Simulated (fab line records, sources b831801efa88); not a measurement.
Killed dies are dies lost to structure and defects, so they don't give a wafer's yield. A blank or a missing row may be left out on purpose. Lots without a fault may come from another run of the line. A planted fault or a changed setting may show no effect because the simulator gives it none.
fab line records | flow sky130
record lots=12 wafers=36 last_day=52
route steps=708 shown LI_CONTACT@365 CONTACT@421 PAD_OPEN@708
lots that met no fault: from a run of the same line without faults
start_h: hours from the record's first day to the start of the lot's first wafer shown | wait_h: hours since the lot's step before | " the same as in the row above | L1.1+2: a row that stands for several wafers | - no value, or no start given | * or withheld: withheld | < > ~ a bound
route shown NAME@n: a module of which the file shows steps, and the number in the route of the first | usual: mean/standard deviation of fault-free wafers | same: alike in all rows | chamber/n: place in a boat | sites: the reading at each site | _std_site: their standard deviation | _edge_site: outer sites' mean less inner sites' | radius_mm: how far each site lies from the wafer's centre | mask NAME#n: copy n | behind: the tool/chamber that last shaped the wafer | hold: why the lot was held/for how many hours/how that ended | device: the transistor (n, p or np) that didn't switch | end of line: the same wafers' tests at the end of the route | a step without rows: its recipe alone | killed: dies lost to structure and defects at the first sort, not the wafer's yield | map: a wafer's dies, x killed, . not, _ none there
set.NAME: the setting as run; set.NAME@STEP: as run at that earlier step | model.NAME: the simulator's own value behind a step, which no gauge read
steps of the route over a sample of lots; a table a step, a row a wafer
services: from which hour (start_h, from the record's first day; less than 0 if before it) a tool's chamber was out of use, for how many hours, and why
## steps
# step SKY_LI_CONTACT_BOW_MEAS_03
# recipe mode=bow
# usual LI_CONTACT_BOW=56/6.9
# columns lot.wafer tool chamber start_h wait_h LI_CONTACT_BOW[um]
L524.1 film_metro-02 - 592.31 0.1 54
L524.3 " - " " 56
L524.6 " - " " 50
L528.1 film_metro-04 - 622.02 0.2 47
L528.4 " - " " 43
L528.5 " - " " 69
L530.2 film_metro-01 - 634.14 0.2 48
L530.4 " - " " 50
L530.6 " - " " 47
L531.2 film_metro-04 - 643.57 0.3 59
L531.3 " - " " 59
L531.4 " - " " 61
L538.1 film_metro-04 - 686.16 0.2 64
L538.2 " - " " 62
L538.5 " - " " 48
L540.1 film_metro-04 - 705.02 0.1 54
L540.3 " - " " 62
L540.6 " - " " 58
L543.2 film_metro-01 - 897.69 0.2 63
L543.3 " - " " 62
L543.4 " - " " 44
L541.2 film_metro-04 - 901.79 0.1 48
L541.4 " - " " 57
L541.6 " - " " 62
L542.2 film_metro-01 - 903.65 0.2 62
L542.4 " - " " 53
L542.6 " - " " 51
L544.2 film_metro-02 - 904.25 0.2 49
L544.3 " - " " 65
L544.4 " - " " 53
L545.2 film_metro-04 - 905.41 0.2 60
L545.4 " - " " 65
L545.6 " - " " 47
L546.2 film_metro-02 - 907.54 0.2 48
L546.3 " - " " 70
L546.5 " - " " 52
# step SKY_LI_CONTACT_CVD_21
# recipe material=W target_thk_nm=400 time_s=120.56 temp_c=400 pressure_torr=40
# usual chamber_pressure_Torr=39.99/0.077 heater_power_outer_w=504/48 heater_power_w=822/51
# columns lot.wafer tool chamber start_h wait_h chamber_pressure_Torr heater_power_outer_w heater_power_w
L524.1 cvd_w-01 1 622.28 0.0 39.99 518 861
L524.3 " 1 " " 40.02 512 886
L524.6 " 0 " " 39.99 458 771
L528.1 cvd_w-01 1 651.65 0.0 39.95 537 876
L528.4 " 1 " " 39.91 515 856
L528.5 " 0 " " 40.08 454 757
L530.2 cvd_w-01 0 663.83 0.0 40.01 473 787
L530.4 " 0 " " 39.95 454 767
L530.6 " 1 " " 40.05 523 861
L531.2 cvd_w-02 1 673.04 0.1 40.07 569 860
L531.3 " 1 " " 40.09 560 857
L531.4 " 1 " " 40.10 547 868
L538.1 cvd_w-01 1 715.30 0.0 40.06 521 854
L538.2 " 0 " " 39.90 461 780
L538.5 " 1 " " 39.94 521 862
L540.1 cvd_w-01 1 735.30 0.0 - - -
L540.3 " 1 " " - - -
L540.6 " 1 " " - - -
L543.2 cvd_w-01 1 924.59 0.0 39.86 521 852
L543.3 " 1 " " 39.90 522 861
L543.4 " 0 " " 40.03 414 730
L541.2 cvd_w-01 0 928.77 0.0 - - -
L541.4 " 1 " " - - -
L541.6 " 0 " " - - -
L542.2 cvd_w-01 0 930.52 0.0 - - -
L542.4 " 0 " " - - -
L542.6 " 0 " " - - -
L544.2 cvd_w-01 0 931.15 0.0 40.04 416 717
L544.3 " 1 " " 40.08 524 857
L544.4 " 0 " " 40.08 421 716
L545.2 cvd_w-01 1 932.17 0.0 39.86 521 878
L545.4 " 0 " " 40.06 413 729
L545.6 " 0 " " 40.02 425 741
L546.2 cvd_w-02 0 934.19 0.0 40.05 495 805
L546.3 " 1 " " 39.94 556 863
L546.5 " 1 " " 40.00 571 859
# step SKY_LI_CONTACT_RS_MEAS_22
# recipe thk_meas_gauge=four-point-probe reads=W_of_LI_CONTACT_CVD_21+TiN_of_LI_CONTACT_SPUTTER_20+Ti_of_LI_CONTACT_SPUTTER_19
# usual LI_CONTACT_W_RS=0.285/0.0037
# columns lot.wafer tool chamber start_h wait_h LI_CONTACT_W_RS[ohm/sq]
L524.1 film_metro-01 - 622.40 0.1 0.291
L524.3 " - " " 0.291
L524.6 " - " " 0.282
L528.1 film_metro-01 - 651.78 0.1 0.290
L528.4 " - " " 0.289
L528.5 " - " " 0.283
L530.2 film_metro-04 - 663.97 0.1 0.283
L530.4 " - " " 0.285
L530.6 " - " " 0.286
L531.2 film_metro-04 - 673.27 0.2 0.285
L531.3 " - " " 0.287
L531.4 " - " " 0.282
L538.1 film_metro-01 - 715.43 0.1 0.284
L538.2 " - " " 0.285
L538.5 " - " " 0.289
L540.1 film_metro-02 - 735.43 0.1 25.212
L540.3 " - " " 25.499
L540.6 " - " " 25.145
L543.2 film_metro-04 - 924.74 0.1 0.292
L543.3 " - " " 0.290
L543.4 " - " " 0.280
L541.2 film_metro-04 - 928.92 0.1 25.380
L541.4 " - " " 25.410
L541.6 " - " " 25.533
L542.2 film_metro-02 - 930.67 0.1 25.087
L542.4 " - " " 25.466
L542.6 " - " " 25.659
L544.2 film_metro-01 - 931.30 0.1 0.276
L544.3 " - " " 0.290
L544.4 " - " " 0.283
L545.2 film_metro-04 - 932.32 0.1 0.283
L545.4 " - " " 0.278
L545.6 " - " " 0.279
L546.2 film_metro-04 - 934.34 0.1 0.292
L546.3 " - " " 0.283
L546.5 " - " " 0.285
# step SKY_LI_CONTACT_THK_MEAS_23
# recipe thk_meas_gauge=xrf reads=W_of_LI_CONTACT_CVD_21
# usual LI_CONTACT_W_THK=388/5.7
# columns lot.wafer tool chamber start_h wait_h LI_CONTACT_W_THK[nm]
L524.1 film_metro-01 - 622.52 0.1 386
L524.3 " - " " 381
L524.6 " - " " 398
L528.1 film_metro-01 - 651.90 0.1 380
L528.4 " - " " 379
L528.5 " - " " 389
L530.2 film_metro-04 - 664.08 0.1 388
L530.4 " - " " 384
L530.6 " - " " 381
L531.2 film_metro-04 - 673.38 0.1 387
L531.3 " - " " 385
L531.4 " - " " 392
L538.1 film_metro-01 - 715.55 0.1 386
L538.2 " - " " 385
L538.5 " - " " 382
L540.1 film_metro-02 - 735.55 0.1 <0
L540.3 " - " " -
L540.6 " - " " -
L543.2 film_metro-04 - 924.85 0.1 380
L543.3 " - " " 381
L543.4 " - " " 394
L541.2 film_metro-04 - 929.03 0.1 <0
L541.4 " - " " -
L541.6 " - " " <0
L542.2 film_metro-02 - 930.78 0.1 -
L542.4 " - " " <0
L542.6 " - " " -
L544.2 film_metro-01 - 931.41 0.1 402
L544.3 " - " " 387
L544.4 " - " " 397
L545.2 film_metro-04 - 932.43 0.1 393
L545.4 " - " " 399
L545.6 " - " " 398
L546.2 film_metro-04 - 934.45 0.1 378
L546.3 " - " " 390
L546.5 " - " " 387
# step SKY_CONTACT_OVL_MEAS_15
# usual CONTACT_OVL=3/4.6
# columns lot.wafer tool chamber start_h wait_h CONTACT_OVL[nm]
L524.1 overlay-02 - 682.68 0.1 4
L524.3 " - " " 5
L524.6 " - " " 5
L528.1 overlay-01 - 710.51 0.1 1
L528.4 " - " " 2
L528.5 " - " " -2
L530.2 overlay-01 - 724.16 0.1 1
L530.4 " - " " -1
L530.6 " - " " -4
L531.2 overlay-01 - 734.36 0.1 7
L531.3 " - " " 9
L531.4 " - " " 5
L538.1 overlay-02 - 772.78 0.1 -2
L538.2 " - " " 2
L538.5 " - " " 3
L543.2 overlay-02 - 976.94 0.1 -9
L543.3 " - " " -4
L543.4 " - " " -9
L544.2 overlay-01 - 984.84 0.1 -2
L544.3 " - " " 6
L544.4 " - " " -1
L545.2 overlay-01 - 985.19 0.1 6
L545.4 " - " " 2
L545.6 " - " " 4
L546.2 overlay-02 - 986.99 0.1 9
L546.3 " - " " 5
L546.5 " - " " 7
# step SKY_CONTACT_ETCH_16
# recipe chemistry=N2/H2 target=BARC ion_energy_ev=200 source_w=500 bias_w=100 pressure_mtorr=30 n2_flow_sccm=100 h2_flow_sccm=200 stop_on=SiO2 time_s=45.9 target_depth_a=600
# usual drypump_motor_current_A=5.7/0.74 oes_product_au=0.854/0.0049 throttle_valve_pct=13.225/0.0083
# columns lot.wafer tool chamber start_h wait_h drypump_motor_current_A oes_product_au rf_hours_counter_h throttle_valve_pct
L524.1 rie_diel-02 0 682.72 0.0 6.7 0.858 4 13.209
L524.3 " 3 " " 6.7 0.851 4 13.223
L524.6 " 2 " " 6.5 0.863 - 13.219
L528.1 rie_diel-02 1 710.54 0.0 5.2 0.855 4 13.235
L528.4 " 1 " " 5.2 0.859 - 13.238
L528.5 " 0 " " 6.7 0.856 - 13.235
L530.2 rie_diel-03 1 724.19 0.0 5.5 0.854 5 13.220
L530.4 " 2 " " 4.7 0.857 10 13.230
L530.6 " 1 " " 5.4 0.857 - 13.224
L531.2 rie_diel-03 3 734.39 0.0 6.1 0.855 6 13.237
L531.3 " 1 " " 5.5 0.851 6 13.233
L531.4 " 0 " " 4.8 0.857 23 13.229
L538.1 rie_diel-01 0 772.81 0.0 5.3 0.846 22 13.242
L538.2 " 2 " " 6.5 0.857 0 13.213
L538.5 " 1 " " 6.1 0.858 - 13.222
L543.2 rie_diel-03 2 976.97 0.0 4.7 0.851 17 13.224
L543.3 " 0 " " 4.8 0.856 2 13.221
L543.4 " 3 " " 6.1 0.867 13 13.231
L544.2 rie_diel-02 1 984.87 0.0 5.2 0.854 13 13.235
L544.3 " 0 " " 6.7 0.858 14 13.228
L544.4 " 3 " " 6.8 0.857 13 13.228
L545.2 rie_diel-01 3 985.22 0.0 4.7 0.848 18 13.212
L545.4 " 1 " " 6.1 0.859 22 13.229
L545.6 " 3 " " 4.7 0.850 - 13.231
L546.2 rie_diel-01 0 987.02 0.0 5.3 0.855 2 13.216
L546.3 " 2 " " 6.5 0.857 6 13.226
L546.5 " 0 " " 5.3 0.846 - 13.238
# step SKY_PAD_OPEN_PROBE_99
# usual killed_at_M0_to_M3=43/7 killed_at_M4_up=2.7/1.6 killed_at_contacts=24/5.3 killed_at_front_end=16/4.6 killed_at_other=0.3/0.53 killed_dies=86/9.3 killed_on_rim=17/4 killed_open=47/6.9 killed_short=38/6.1
# same gross_dies=492 killed_at_back_side=0
# columns lot.wafer tool chamber start_h wait_h killed_at_M0_to_M3 killed_at_M4_up killed_at_contacts killed_at_front_end killed_at_other killed_dies killed_on_rim killed_open killed_short
L528.1 prober-01 - 1060.99 0.1 30 5 19 17 0 71 16 29 42
L528.4 prober-01 - 1061.14 0.2 35 1 29 16 0 81 15 46 35
L528.5 prober-01 - 1061.19 0.2 42 4 21 15 1 83 21 48 35
L530.2 prober-02 - 1069.56 0.1 29 1 14 14 0 58 7 33 25
L530.4 prober-02 - 1069.66 0.2 31 3 15 12 0 61 15 37 24
L530.6 prober-02 - 1069.76 0.2 37 3 19 11 0 70 17 35 35
L540.1 prober-02 - 1116.71 0.1 50 5 426 11 0 492 96 55 40
L540.3 prober-02 - 1116.81 0.2 50 2 422 18 0 492 96 61 29
L540.6 prober-02 - 1116.96 0.2 49 4 421 18 0 492 96 50 42
L541.2 prober-02 - 1240.67 0.1 44 3 430 15 0 492 96 56 28
L541.4 prober-02 - 1240.77 0.2 46 2 428 16 0 492 96 52 37
L541.6 prober-02 - 1240.87 0.2 41 3 427 20 1 492 96 50 39
L542.2 prober-02 - 1241.31 0.1 42 2 435 13 0 492 96 45 30
L542.4 prober-02 - 1241.41 0.2 39 1 439 12 1 492 96 44 34
L542.6 prober-02 - 1241.51 0.2 48 1 424 17 2 492 96 47 38
# killed by level:class
L528.1 METAL2:geometric_particle:short=7 CONTACT:geometric_particle:open=7 CONTACT:geometric_particle:short=6 METAL4:geometric_particle:short=5 VIA1:geometric_particle:open=5 FIELD_ISO:geometric_particle:open=4 VIA3:geometric_particle:short=4 VIA3:geometric_particle:open=4
L528.4 CONTACT:geometric_particle:open=12 VIA1:geometric_particle:open=9 VIA1:geometric_particle:short=7 LI_CONTACT:geometric_particle:open=5 LOCAL_INTERCONNECT:geometric_particle:short=5 METAL1:geometric_particle:short=5 VIA3:geometric_particle:open=5 FIELD_ISO:geometric_particle:short=4
L528.5 VIA1:geometric_particle:open=11 VIA2:geometric_particle:open=9 CONTACT:geometric_particle:open=8 FIELD_ISO:geometric_particle:open=6 METAL1:geometric_particle:short=5 LOCAL_INTERCONNECT:geometric_particle:short=5 CONTACT:geometric_particle:short=4 VIA1:geometric_particle:short=4
L530.2 VIA1:geometric_particle:open=10 FIELD_ISO:geometric_particle:short=7 VIA2:geometric_particle:open=6 CONTACT:geometric_particle:open=5 POLY_GATE:geometric_particle:short=4 VIA1:geometric_particle:short=4 VIA3:geometric_particle:open=4 CONTACT:geometric_particle:short=3
L530.4 CONTACT:geometric_particle:open=7 VIA1:geometric_particle:open=7 VIA3:geometric_particle:open=7 LI_CONTACT:geometric_particle:open=5 METAL2:geometric_particle:short=5 VIA2:geometric_particle:open=4 FIELD_ISO:geometric_particle:open=3 VIA2:geometric_particle:short=3
L530.6 VIA1:geometric_particle:open=10 METAL2:geometric_particle:short=6 VIA2:geometric_particle:open=6 LI_CONTACT:geometric_particle:short=5 CONTACT:geometric_particle:open=5 POLY_GATE:geometric_particle:short=4 LI_CONTACT:geometric_particle:open=4 FIELD_ISO:geometric_particle:short=3
L540.1 LI_CONTACT:area_cvd=397 VIA1:geometric_particle:open=12 CONTACT:geometric_particle:open=10 LI_CONTACT:geometric_particle:open=9 VIA2:geometric_particle:open=9 VIA3:geometric_particle:short=5 CONTACT:geometric_particle:short=5 METAL2:geometric_particle:short=5
L540.3 LI_CONTACT:area_cvd=402 VIA1:geometric_particle:open=15 VIA2:geometric_particle:open=9 CONTACT:geometric_particle:open=8 LI_CONTACT:geometric_particle:open=7 VIA3:geometric_particle:open=6 FIELD_ISO:geometric_particle:short=5 POLY_GATE:geometric_particle:open=4
L540.6 LI_CONTACT:area_cvd=399 VIA1:geometric_particle:open=14 CONTACT:geometric_particle:open=9 FIELD_ISO:geometric_particle:open=7 VIA1:geometric_particle:short=7 VIA2:geometric_particle:open=6 VIA3:geometric_particle:open=6 FIELD_ISO:geometric_particle:short=5
L541.2 LI_CONTACT:area_cvd=408 VIA1:geometric_particle:open=22 CONTACT:geometric_particle:open=9 LI_CONTACT:geometric_particle:open=8 FIELD_ISO:geometric_particle:short=6 FIELD_ISO:geometric_particle:open=5 VIA3:geometric_particle:open=5 METAL1:geometric_particle:short=4
L541.4 LI_CONTACT:area_cvd=403 VIA1:geometric_particle:open=14 LI_CONTACT:geometric_particle:open=8 VIA3:geometric_particle:open=8 CONTACT:geometric_particle:open=7 METAL2:geometric_particle:short=6 LI_CONTACT:geometric_particle:short=5 FIELD_ISO:geometric_particle:open=4
L541.6 LI_CONTACT:area_cvd=403 VIA1:geometric_particle:open=9 FIELD_ISO:geometric_particle:open=7 LI_CONTACT:geometric_particle:open=7 METAL1:geometric_particle:short=7 VIA2:geometric_particle:open=5 LOCAL_INTERCONNECT:geometric_particle:short=5 CONTACT:geometric_particle:open=5
L542.2 LI_CONTACT:area_cvd=417 VIA1:geometric_particle:open=10 VIA3:geometric_particle:open=8 CONTACT:geometric_particle:open=6 METAL1:geometric_particle:short=6 FIELD_ISO:geometric_particle:open=5 LI_CONTACT:geometric_particle:open=5 VIA2:geometric_particle:open=5
L542.4 LI_CONTACT:area_cvd=412 LI_CONTACT:geometric_particle:open=13 VIA3:geometric_particle:open=13 VIA1:geometric_particle:open=6 CONTACT:geometric_particle:open=4 LI_CONTACT:geometric_particle:short=4 LOCAL_INTERCONNECT:geometric_particle:short=4 POLY_CUT:geometric_particle:short=3
L542.6 LI_CONTACT:area_cvd=405 VIA3:geometric_particle:open=17 VIA1:geometric_particle:open=8 CONTACT:geometric_particle:open=7 VIA1:geometric_particle:short=6 METAL1:geometric_particle:short=5 FIELD_ISO:geometric_particle:short=4 FIELD_ISO:geometric_particle:open=4
## services
# columns tool chamber start_h hours kind
rie_diel-03 1 603.63 24.0 repair
cvd_w-02 0 628.26 24.5 repair
cvd_w-02 - 636.78 1.5 repair
rie_diel-03 2 639.98 8.3 repair
cvd_w-01 1 646.56 4.3 repair
cvd_w-02 0 664.87 14.4 repair
rie_diel-01 3 682.73 8.8 repair
rie_diel-01 1 687.56 4.3 repair
rie_diel-02 - 693.98 0.3 repair
rie_diel-03 1 705.48 8.7 repair
rie_diel-02 2 706.00 7.6 repair
rie_diel-02 1 742.57 5.3 repair
rie_diel-02 1 770.07 4.7 repair
rie_diel-02 2 772.34 3.8 repair
cvd_w-01 - 820.61 0.6 repair
rie_diel-01 3 854.52 3.5 repair
cvd_w-01 - 879.87 0.5 repair
rie_diel-03 3 881.48 1.4 repair
cvd_w-01 - 904.00 14.0 pm
rie_diel-02 - 928.32 0.6 repair
rie_diel-01 - 949.29 1.0 repair
rie_diel-03 - 985.03 2.8 pm
cvd_w-01 - 985.43 0.9 repair
rie_diel-02 1 985.74 22.1 repair
## key
first_sign step=SKY_LI_CONTACT_CVD_21 reading=tool_record direction=missing
effect step=SKY_LI_CONTACT_RS_MEAS_22 reading=LI_CONTACT_W_RS direction=up sigmas=99+ usual=0.285 struck=25.377
effect step=SKY_LI_CONTACT_THK_MEAS_23 reading=LI_CONTACT_W_THK direction=missing
effect step=SKY_PAD_OPEN_PROBE_99 reading=killed_at_contacts direction=up sigmas=76 usual=24 struck=428
more_kills_born_at SKY_LI_CONTACT_CVD_21@cvd_w-01=3635
met_at SKY_LI_CONTACT_CVD_21
struck_lots L540,L541,L542
later_rows_left_out L540.1,L540.3,L540.6,L541.2,L541.4,L541.6,L542.2,L542.4,L542.6
tester_left_out L540,L541,L542
not_acting_at SKY_LI_CONTACT_BOW_MEAS_03,SKY_CONTACT_OVL_MEAS_15,SKY_CONTACT_ETCH_16
onset_between 715.30 735.30
fault kind=skipped_step_whole tool=cvd_w-01 chamber=- onset_h=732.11 steps=SKY_LI_CONTACT_CVD_21 scope=struck_lots_only
# tester_left_out: of these lots the tester's yield and bins aren't shown, on N5 and GAA mostly nor the transistor test; their killed dies are dies lost to structure and defects alone, not to doping, threshold or leakage, so they don't give the yield
# later_rows_left_out: the simulator's readings of these wafers behind a module that went badly wrong aren't trusted and aren't shown, but for the sort
